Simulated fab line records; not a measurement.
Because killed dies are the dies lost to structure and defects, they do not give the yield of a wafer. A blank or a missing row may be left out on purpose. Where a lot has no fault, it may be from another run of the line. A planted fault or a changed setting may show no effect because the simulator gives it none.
Which tool did it? ; flow gf180mcu ; Sampling: 24 lots, 72 wafers, 5 of 602 route steps

## WHAT THE GAUGES SHOWED, per wafer
GF_M1_RS_MEAS_05: uses a four-point probe to measure. Usual: M1_ALCU_RS 0.0696 ohm/sq, standard deviation 0.0009.
lot;measured;on;M1_ALCU_RS (ohm/sq);flag
L074;day 16 09:25;film metro-01;0.0707 0.0698 0.0699;
L075;day 17 01:41;film metro-01;0.0698 0.0698 0.0699;
L076;day 17 04:23;film metro-01;0.0685 0.0704 0.0685;
L077;day 17 10:27;film metro-01;0.0683 0.0687 0.0679;
L078;day 17 19:28;film metro-02;0.0694 0.0721 0.0706;
L079;day 18 03:15;film metro-02;0.0700 0.0696 0.0708;
L080;day 18 19:28;film metro-02;0.0702 0.0693 0.0694;
L081;day 19 07:21;film metro-01;0.0702 0.0688 0.0697;
L082;day 19 11:32;film metro-01;0.0705 0.0690 0.0697;
L083;day 19 17:46;film metro-03;0.0699 0.0697 0.0697;
L084;day 19 19:29;film metro-03;0.0714 0.0700 0.0700;
L085;day 20 08:47;film metro-01;0.0693 0.0699 0.0693;
L086;day 20 14:19;film metro-01;0.0690 0.0695 0.0686;
L087;day 21 03:15;film metro-02;0.0723 0.0694 0.0714;
L088;day 21 09:15;film metro-01;0.0681 0.0692 0.0694;
L089;day 21 14:50;film metro-02;0.0683 0.0691 0.0703;
L090;day 22 02:33;film metro-03;0.0681 0.0689 0.0697;
L091;day 22 11:31;film metro-03;0.0692 0.0706 0.0690;
L092;day 22 19:34;film metro-02;0.0703 0.0691 0.0695;
L093;day 23 01:06;film metro-03;0.0707 0.0696 0.0698;
L094;day 23 06:15;film metro-01;0.0691 0.0694 0.0701;
L095;day 23 16:17;film metro-02;0.0709 0.0694 0.0696;
L096;day 23 20:56;film metro-01;0.0688 0.0707 0.0683;
L097;day 24 03:46;film metro-03;0.0714 0.0709 0.0688;

GF_V3_THK_MEAS_01. Usual: V3_CVD_00_THK 601 nm, standard deviation 7.7.
lot;measured;on;V3_CVD_00_THK (nm);flag
L074;day 21 16:30;film metro-01;603 604 598;
L075;day 22 08:16;film metro-04;600 586 595;
L076;day 22 10:30;film metro-02;591 598 594;
L077;day 22 16:21;film metro-01;591 594 583;
L078;day 23 03:14;film metro-02;593 603 597;
L079;day 23 10:09;film metro-02;592 603 599;
L080;day 24 02:16;film metro-01;598 591 590;
L081;day 24 12:26;film metro-04;594 606 612;
L082;day 24 15:17;film metro-01;600 614 600;
L083;day 24 23:33;film metro-04;598 612 618;
L084;day 24 23:02;film metro-04;605 614 609;
L085;day 25 11:49;film metro-01;594 612 598;
L086;day 25 16:05;film metro-01;595 598 613;
L087;day 26 02:13;film metro-02;603 597 602;
L088;day 26 08:02;film metro-04;602 592 602;
L089;day 26 13:23;film metro-04;600 598 600;
L090;day 26 23:12;film metro-02;609 599 602;
L091;day 27 06:35;film metro-02;597 600 606;
L092;day 27 15:18;film metro-01;599 611 594;
L093;day 27 22:11;film metro-02;618 600 600;
L094;day 28 00:29;film metro-04;601 601 613;
L095;day 28 06:40;film metro-04;590 604 596;
L096;day 28 12:05;film metro-02;594 594 605;
L097;day 28 18:22;film metro-02;590 593 583;

GF_V4_THK_MEAS_01. Usual: V4_CVD_00_THK 597 nm, standard deviation 9.6.
lot;measured;on;V4_CVD_00_THK (nm);flag
L074;day 23 19:25;film metro-03;592 604 585;
L075;day 24 08:59;film metro-03;595 592 603;
L076;day 24 10:53;film metro-04;608 614 596;
L077;day 24 16:29;film metro-04;597 605 597;
L078;day 25 02:16;film metro-03;592 607 603;
L079;day 25 08:44;film metro-03;585 599 601;
L080;day 26 00:50;film metro-02;594 578 591;
L081;day 26 10:12;film metro-02;611 611 596;
L082;day 26 11:40;film metro-03;596 586 594;
L083;day 26 21:01;film metro-03;599 596 599;
L084;day 26 20:45;film metro-02;608 599 610;
L085;day 27 07:34;film metro-03;607 594 607;
L086;day 27 11:47;film metro-02;594 611 605;
L087;day 27 22:31;film metro-03;582 596 604;
L088;day 28 03:32;film metro-03;591 578 577;
L089;day 28 08:15;film metro-04;614 620 613;
L090;day 28 18:07;film metro-04;578 596 594;
L091;day 29 00:50;film metro-02;585 598 600;
L092;day 29 09:38;film metro-02;594 579 591;
L093;day 29 15:29;film metro-02;586 591 584;
L094;day 29 17:58;film metro-04;602 593 597;
L095;day 29 23:36;film metro-02;605 593 608;
L096;day 30 05:43;film metro-02;601 596 592;
L097;day 30 11:19;film metro-04;602 608 593;

## WHICH TOOL RAN EACH LOT (tool, then ch and the chambers of the sampled wafers, then the start)
lot;GF_CONTACT_CMP_27;GF_V3_SPUTTER_21
L074;cmp-02 ch 0,1,3, day 16 08:52;pvd sputter-03, day 22 17:59
L075;cmp-02 ch 0,2,3, day 17 01:17;pvd sputter-03, day 23 07:53
L076;cmp-02 ch 0,1,2, day 17 03:52;pvd sputter-04, day 23 10:26
L077;cmp-01 ch 1,2,3, day 17 09:55;pvd sputter-03, day 23 16:52
L078;cmp-01 ch 1,2,3, day 17 18:56;pvd sputter-03, day 24 03:14
L079;cmp-01 ch 1,2, day 18 02:41;pvd sputter-04, day 24 09:26
L080;cmp-02 ch 0,2,3, day 18 18:56;pvd sputter-03, day 25 01:31
L081;cmp-02 ch 0,1,3, day 19 06:56;pvd sputter-02, day 25 11:47
L082;cmp-01 ch 0,1,2, day 19 11:04;pvd sputter-02, day 25 13:33
L083;cmp-01 ch 0,2, day 19 17:15;pvd sputter-04, day 25 22:08
L084;cmp-02 ch 0,2,3, day 19 19:01;pvd sputter-02, day 25 21:53
L085;cmp-01 ch 0,2,3, day 20 08:20;pvd sputter-04, day 26 09:37
L086;cmp-02 ch 0,2,3, day 20 13:54;pvd sputter-02, day 26 14:08
L087;cmp-02 ch 0,3, day 21 02:40;pvd sputter-04, day 27 00:28
L088;cmp-01 ch 1,2,3, day 21 08:44;pvd sputter-03, day 27 06:17
L089;cmp-01 ch 1,2, day 21 14:22;pvd sputter-02, day 27 10:47
L090;cmp-02 ch 0,1,3, day 22 02:01;pvd sputter-04, day 27 20:33
L091;cmp-02 ch 0,1,3, day 22 11:05;pvd sputter-03, day 28 03:29
L092;cmp-02 ch 0,2,3, day 22 19:03;pvd sputter-02, day 28 12:45
L093;cmp-02 ch 0,1,3, day 23 00:41;pvd sputter-02, day 28 18:23
L094;cmp-01 ch 1,2, day 23 05:44;pvd sputter-02, day 28 21:09
L095;cmp-02 ch 0,2, day 23 15:43;pvd sputter-02, day 29 03:14
L096;cmp-01 ch 0,3, day 23 20:24;pvd sputter-02, day 29 08:38
L097;cmp-02 ch 0,1,3, day 24 03:19;pvd sputter-03, day 29 15:02
- GF_CONTACT_CMP_27: polishes, stops on SiO2, t overpolish 15 s, target thk 0 nm.
- GF_V3_SPUTTER_21: material Ti, target thk 15 nm, time 80.02 s.

## AS READ BY THE TOOLS THEMSELVES (means over the sampled wafers that have a number; for cases with no such wafer, the mark the record gives instead)
GF_CONTACT_CMP_27. Usual: motor current A 11.5 A, standard deviation 1.2; overpolish run s 15.000 s, standard deviation 0.0088; platen rpm 60.00 rpm, standard deviation 0.041; slurry filter dp kPa 13.49 kPa, standard deviation 0.14; time to endpoint s 73 s, standard deviation 5.5.
lot;tool;motor current A (A);overpolish run s (s);platen rpm (rpm);slurry filter dp kPa (kPa);time to endpoint s (s);flag
L074;cmp-02;10.7;15.004;59.99;13.50;76;
L075;cmp-02;11.7;15.002;60.02;13.37;69;
L076;cmp-02;11.4;15.007;59.98;13.60;74;
L077;cmp-01;11.8;14.997;60.01;13.47;72;
L078;cmp-01;11.7;15.002;60.00;13.42;72;
L079;cmp-01;12.0;14.998;60.00;13.60;77;
L080;cmp-02;11.6;15.002;60.01;13.43;72;
L081;cmp-02;11.1;14.995;59.93;13.34;77;
L082;cmp-01;12.3;14.998;59.99;13.53;74;
L083;cmp-01;12.6;14.997;60.02;13.64;70;
L084;cmp-02;11.8;14.995;59.96;13.51;73;
L085;cmp-01;12.4;15.003;60.00;13.57;71;
L086;cmp-02;11.6;14.993;60.00;13.49;73;
L087;cmp-02;10.9;15.006;60.00;13.35;77;
L088;cmp-01;11.7;14.999;59.99;13.49;69;
L089;cmp-01;11.8;14.998;59.99;13.61;72;
L090;cmp-02;10.9;14.995;60.00;13.54;75;
L091;cmp-02;11.1;14.992;60.00;13.53;72;
L092;cmp-02;11.4;14.994;60.00;13.46;70;
L093;cmp-02;11.2;14.996;60.00;13.51;73;
L094;cmp-01;12.4;14.999;59.99;13.45;66;
L095;cmp-02;11.9;15.000;59.97;13.41;67;
L096;cmp-01;13.0;15.005;60.06;13.43;73;
L097;cmp-02;11.7;15.003;59.95;13.50;76;

GF_V3_SPUTTER_21. Usual: substrate temp c 200.00 C, standard deviation 0.15; throttle valve pct 30.3 %, standard deviation 1.
lot;tool;substrate temp c (C);throttle valve pct (%);flag
L074;pvd sputter-03;199.95;29.4;
L075;pvd sputter-03;200.12;30.7;
L076;pvd sputter-04;200.00;30.3;
L077;pvd sputter-03;199.97;29.7;
L078;pvd sputter-03;200.04;30.2;
L079;pvd sputter-04;200.11;30.3;
L080;pvd sputter-03;199.85;30.1;
L081;pvd sputter-02;199.95;30.6;
L082;pvd sputter-02;200.02;31.0;
L083;pvd sputter-04;200.07;30.3;
L084;pvd sputter-02;200.01;30.9;
L085;pvd sputter-04;199.97;30.3;
L086;pvd sputter-02;199.98;30.7;
L087;pvd sputter-04;200.07;30.0;
L088;pvd sputter-03;200.00;29.2;
L089;pvd sputter-02;200.19;30.5;
L090;pvd sputter-04;200.17;30.0;
L091;pvd sputter-03;200.03;29.3;
L092;pvd sputter-02;199.96;31.2;
L093;pvd sputter-02;199.87;31.0;
L094;pvd sputter-02;200.00;31.2;
L095;pvd sputter-02;199.92;31.1;
L096;pvd sputter-02;199.99;30.7;
L097;pvd sputter-03;199.93;29.4;

## THE ANSWER, worked out from the rows above alone
Rule: lot off if the mean of its wafers having a number is beyond 3 standard deviations from the usual mean. A lot without any number at a reading at which 4 lots or more have one is off too. Any other lot the step has rows for is counted as sound. Order of review: gauges by route order, followed by the tools' own readings, for which a lot's mean as printed above is used. At the first step where some lot is off, the reading lying furthest off is the one used; lots without a number count as furthest.
Nothing can be told from this: no lot is off at any reading shown.

## WHAT THE SIMULATOR PUT IN
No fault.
